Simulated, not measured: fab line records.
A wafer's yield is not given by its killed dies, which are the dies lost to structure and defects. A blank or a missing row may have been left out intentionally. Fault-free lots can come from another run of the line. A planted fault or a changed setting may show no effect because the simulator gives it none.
Comparing a struck lot with a sound one ; flow gf180mcu ; 16 out of 602 route steps
Sound: wafers L875.2, L875.3, L875.6. Struck: wafer L884.3. (L884.2, L884.4 of the same lot were not struck and are left out.) The cause comes at the end.
For every step that has rows: the tool of each side, followed by ch and its chambers, followed by its first start. Under that, the readings that differ: sound wafers ; struck wafers ; difference of the means ; sigmas: that difference in standard deviations of wafers without a fault.
alike: a reading whose means differ by less than 2 such deviations, as well as words and numbers matching on both sides. not compared: withheld readings; readings where some wafer has no value; bounds like >300 that might hide an equal value; numbers whose values overlap and for which the record gives no deviation.
Wherever a step has rows on one side only, a row that says differs or no value, or a row with sigmas, the two part there. When numbers do not overlap yet have no deviation, they are printed without sigmas and do not part them. A reading missing from all wafers of one side parts the sides only when that side holds two or more wafers.

first, 1 step without rows for these wafers: GF_TOP_METAL_CLEAN_19 (cleans in DIW).
GF_PASSIVATION_CVD_00: deposits SiO2 from TEOS, target thk 1000 nm, time 111.95 s.
  sound on pecvd-01 ch 0,1, day 29 08:35; struck on pecvd-02 ch 0, day 31 16:29
  alike: heaterPowerW
GF_PASSIVATION_THK_MEAS_01:
  sound on filmMetro-03 at day 29 08:40; struck on filmMetro-02 at day 31 16:34
  alike: PASSIVATION_CVD_00_THK
GF_PASSIVATION_CVD_02: deposits Si3N4, target thk 700 nm, time 486.18 s.
  sound on pecvd-03 ch 0,1,2, day 29 08:43; struck on pecvd-01 ch 0, day 31 16:37
  alike: heaterPowerW
GF_PASSIVATION_THK_MEAS_03:
  sound on filmMetro-03 at day 29 09:01; struck on filmMetro-03 at day 31 16:55
  alike: PASSIVATION_CVD_02_THK
then, 7 steps without rows for these wafers: GF_PASSIVATION_DEHYDRATE_04 (time 60 s); GF_PASSIVATION_HMDS_05 (prime time 60 s); GF_PASSIVATION_COAT_06 (resist thk 4000 nm); GF_PASSIVATION_SOFTBAKE_07; GF_PASSIVATION_EXPOSE_08 (exposes mask Pad, target cd 40000 nm); GF_PASSIVATION_PEB_09; GF_PASSIVATION_DEVELOP_10 (develop time 60 s).
GF_PASSIVATION_ETCH_11: etches the open film in CF4/O2, stops on TiN, target depth 2040 nm, time 453.3 s.
  sound on rieDiel-01 ch 0,1,2, day 30 03:38; struck on rieDiel-01 ch 1, day 32 09:29
reading;sound;struck;difference;sigmas
biasW (W);149.9 150.1 150.0;151.1;+1.1;+3
oesProductAu (a.u.);0.989 0.992 0.997;0.863;-0.130;-22
runLengthS (s);482.0 481.7 481.8;613.8;+132.0;+99 or more
throttleValvePct (%);5.979 5.958 5.979;5.927;-0.045;-5
model.coat_of_PASSIVATION_COAT_06.thkNm (nm);2665 2633 2632;2316;-327;
  alike: drypumpMotorCurrentA
  not compared: rfHoursCounterH
GF_PASSIVATION_STRIP_12: strips in O2/N2.
  sound on plasmaAsher-03 ch 0,1, day 30 03:54; struck on plasmaAsher-02 ch 0, day 32 09:46
reading;sound;struck;difference;sigmas
oesProductAu (a.u.);0.723 0.724 0.719;0.707;-0.015;-3
stripTimeToEndpointS (s);33.21 32.87 32.85;29.19;-3.79;-15
  alike: drypumpMotorCurrentA, heaterPowerW
  not compared: rfHoursCounterH
then, 1 step without rows for these wafers: GF_PASSIVATION_ANNEAL_13 (time 1800 s).
GF_PASSIVATION_PROBE_99:
  the record has rows for the struck wafers here (prober-02, day 32 11:35) and none for the sound ones

== WHERE THEY PART ==
First at GF_PASSIVATION_ETCH_11; last, within this record, at GF_PASSIVATION_PROBE_99.

WHY: whatever the simulator had introduced
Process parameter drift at GF_PASSIVATION_ETCH_11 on rieDiel-01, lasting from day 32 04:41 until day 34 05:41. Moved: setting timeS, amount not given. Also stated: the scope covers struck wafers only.
